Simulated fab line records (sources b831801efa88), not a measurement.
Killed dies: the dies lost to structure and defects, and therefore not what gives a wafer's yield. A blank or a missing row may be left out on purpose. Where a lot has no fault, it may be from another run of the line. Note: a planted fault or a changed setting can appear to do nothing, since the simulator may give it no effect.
Chamber matching    flow sky130    rie-diel-03 running SKY_LI_CONTACT_ETCH_15: 4 sister chambers
The step etches PSG in C4F8/O2/Ar, stops on Si, target depth 600 nm. 8 wafers are shown with their chamber, then 8 later ones without.

== WAFERS PAIRED WITH THEIR CHAMBERS ==
wafer   chamber  chamber-pressure-mTorr (mTorr)  oes-product-au (a.u.)
L074.2  2        39.95                           0.843
L081.2  0        39.98                           0.847
L081.5  1        39.95                           0.835
L081.6  2        39.99                           0.831
L084.3  0        40.01                           0.837
L084.4  3        39.95                           0.843
L084.5  1        39.96                           0.837
L087.2  3        40.04                           0.843

== WAFERS MISSING THEIR CHAMBER ==
wafer   chamber-pressure-mTorr (mTorr)  oes-product-au (a.u.)
L087.4  40.06                           0.836
L087.5  39.97                           0.839
L093.1  39.98                           0.834
L093.3  39.99                           0.833
L093.6  40.04                           0.834
L095.4  39.93                           0.834
L095.5  40.02                           0.824
L095.6  40.01                           0.838

== THE CHAMBER EACH PASSED THROUGH ==
wafer   from the rows above                in truth
L087.4  can't be placed: 0 or 3 or 2 or 1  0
L087.5  can't be placed: 2 or 1 or 0 or 3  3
L093.1  can't be placed: 2 or 1 or 0 or 3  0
L093.3  can't be placed: 2 or 1 or 0 or 3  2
L093.6  can't be placed: 0 or 2 or 3 or 1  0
L095.4  can't be placed: 1 or 2 or 0 or 3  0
L095.5  can't be placed: 2 or 1 or 0 or 3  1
L095.6  can't be placed: 0 or 3 or 2 or 1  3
Correct placement for 0 of the 8. From these rows, 8 cannot be placed; in 8 the true chamber is one of the candidates. Wrongly placed: 0.
How it was worked out, from the rows above alone: a wafer's distance from a chamber is the root of the sum, over the readings, of the square of ((its reading less the chamber's mean) divided by the reading's scatter). If the next closest chamber is less than 2 further off than the closest, the wafer can't be placed; otherwise it belongs to the closest. For every chamber, the mean is computed from those of its wafers that are shown. The scatter is the square root of a quotient: the sum, over the shown wafers, of each reading's squared deviation from its chamber's mean, divided by wafers minus chambers.
